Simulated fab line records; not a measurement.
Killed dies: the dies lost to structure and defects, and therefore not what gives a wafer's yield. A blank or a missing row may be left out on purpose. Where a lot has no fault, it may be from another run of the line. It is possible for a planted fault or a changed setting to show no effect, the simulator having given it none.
The same fault as seen by 2 desks    flow sky130    each desk holds nothing but its own numbers, with what lay behind them at the end

## FROM THE METROLOGY DESK
What the gauges read for every lot (on any tool): the sampled wafers with a number, averaged. If a lot's mean is further than 4 standard deviations from the usual mean, the lot is out of limits and carries the mark OUT (the distance appears in the brackets).
Columns: A = VIA3_OVL at SKY_VIA3_OVL_MEAS_13, usual -3 nm
lot   first seen here  A
L308  day 41 00:47     -3
L309  day 41 02:19     -1
L310  day 41 04:17     -4
L311  day 41 17:47     -7
L312  day 42 10:24     2
L314  day 42 11:17     -7
L315  day 42 21:36     -6
L316  day 43 06:14     -2
L320  day 43 17:53     -9
L322  day 44 03:23     -5
L326  day 45 03:35     -5
L325  day 45 04:29     -1
L328  day 45 23:32     -1
Finding of this desk: none of the 13 lots has anything out of limits.

## AT THE TOOL OWNER'S DESK: rie-diel-01
The tool's own readings at SKY_POLY_GATE_ETCH_16 (etches Si3N4 in CH3F/O2, stops on poly-Si, time 147.5 s, target depth 75 nm): means of the sampled wafers that have a number, for each lot that ran on this tool. If a lot's mean is further than 4 standard deviations from the usual mean, the lot is out of limits and carries the mark OUT (the distance appears in the brackets).
Columns: A = drypump-motor-current-A at SKY_POLY_GATE_ETCH_16, usual 5.6 A; B = oes-product-au at SKY_POLY_GATE_ETCH_16, usual 0.642 a.u.; C = rf-fwd-power-W at SKY_POLY_GATE_ETCH_16, usual 398.2 W; D = throttle-valve-pct at SKY_POLY_GATE_ETCH_16, usual 10.536 %
lot   first seen here  A    B      C      D
L308  day 17 22:58     5.8  0.634  397.7  10.537
L310  day 18 07:07     5.4  0.639  396.2  10.537
L314  day 20 02:25     5.5  0.643  397.8  10.536
L320  day 21 20:01     5.5  0.641  398.4  10.538
L322  day 22 06:37     5.4  0.646  398.3  10.531
Finding of this desk: none of the 5 lots has anything out of limits.

## PUT TOGETHER
The metrology desk saw nothing out of limits.
The desk of the tool owner found nothing out of limits.

## WHAT HAD BEEN PUT IN BY THE SIMULATOR
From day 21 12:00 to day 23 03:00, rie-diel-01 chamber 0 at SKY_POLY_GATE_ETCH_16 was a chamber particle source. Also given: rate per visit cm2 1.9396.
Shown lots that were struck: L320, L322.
